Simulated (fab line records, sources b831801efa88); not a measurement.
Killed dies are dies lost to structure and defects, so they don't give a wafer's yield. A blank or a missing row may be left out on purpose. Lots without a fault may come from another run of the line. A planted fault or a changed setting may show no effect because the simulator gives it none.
One fault seen from 2 desks | flow sky130 | each desk has only its own numbers; what lay behind them comes last

THE TOOL OWNER'S DESK: implanter-03
The tool's own readings at SKY_POLY_GATE_IMPLANT_02: means of the sampled wafers that have a number, for each lot that ran on this tool. A lot is out of limits, marked OUT, if its mean lies more than 4 standard deviations from the usual mean; the brackets give that distance.
Columns: A = beam_energy_keV at SKY_POLY_GATE_IMPLANT_02, usual 30.000; B = faraday_current_uA at SKY_POLY_GATE_IMPLANT_02, usual 11483
lot  | first seen here | A      | B
L349 | day 16 13:06    | 30.011 | 10139
L353 | day 18 03:47    | 30.005 | 10304
L357 | day 19 08:16    | 30.001 | 10270
L360 | day 21 00:06    | 29.994 | 10332
L361 | day 21 01:47    | 29.990 | 10196
This desk's finding: nothing out of limits on any of the 5 lots.

THE METROLOGY DESK
What the gauges read, lot by lot, whatever tool the lot ran on: means of the sampled wafers that have a number. A lot is out of limits, marked OUT, if its mean lies more than 4 standard deviations from the usual mean; the brackets give that distance. Of its 8 readings 7 are shown: those that lie furthest out on some lot.
Columns: A = GATE_OXIDE_TW at SKY_GATE_OXIDE_TW_MEAS_14, usual 225.4; B = POLY_GATE_CVD_00_THK at SKY_POLY_GATE_THK_MEAS_01, usual 180.6 nm; C = POLY_GATE_TW at SKY_RES_PROTECT_TW_MEAS_08, usual 4089; D = POLY_GATE_CVD_03_THK at SKY_POLY_GATE_THK_MEAS_04, usual 75.2 nm; E = cd_nm at SKY_POLY_GATE_CD_MEAS_13, usual 150.5 nm; F = POLY_GATE_OVL at SKY_POLY_GATE_OVL_MEAS_14, usual 3 nm; G = POLY_GATE_OXIDATION_THK at SKY_POLY_GATE_THK_MEAS_21, usual 3.98 nm
lot  | first seen here | A     | B     | C    | D    | E     | F  | G
L349 | day 15 06:53    | 223.5 | 179.3 | 4076 | 74.5 | 150.3 | 3  | 3.96
L353 | day 16 12:56    | 229.0 | 178.4 | 4075 | 75.9 | 150.2 | -2 | 3.99
L357 | day 17 21:23    | 228.5 | 178.0 | 4026 | 76.1 | 149.8 | -4 | 4.02
L360 | day 19 15:01    | 223.3 | 182.9 | 4093 | 74.7 | 150.9 | 1  | 3.90
L361 | day 19 15:16    | 223.3 | 179.7 | 4132 | 76.2 | 148.6 | 4  | 4.09
L362 | day 20 09:19    | 224.1 | 181.5 | 4094 | 75.2 | 150.4 | 6  | 3.91
This desk's finding: nothing out of limits on any of the 6 lots.

PUT TOGETHER
The tool owner's desk saw nothing out of limits.
The metrology desk saw nothing out of limits.

WHAT THE SIMULATOR HAD PUT IN
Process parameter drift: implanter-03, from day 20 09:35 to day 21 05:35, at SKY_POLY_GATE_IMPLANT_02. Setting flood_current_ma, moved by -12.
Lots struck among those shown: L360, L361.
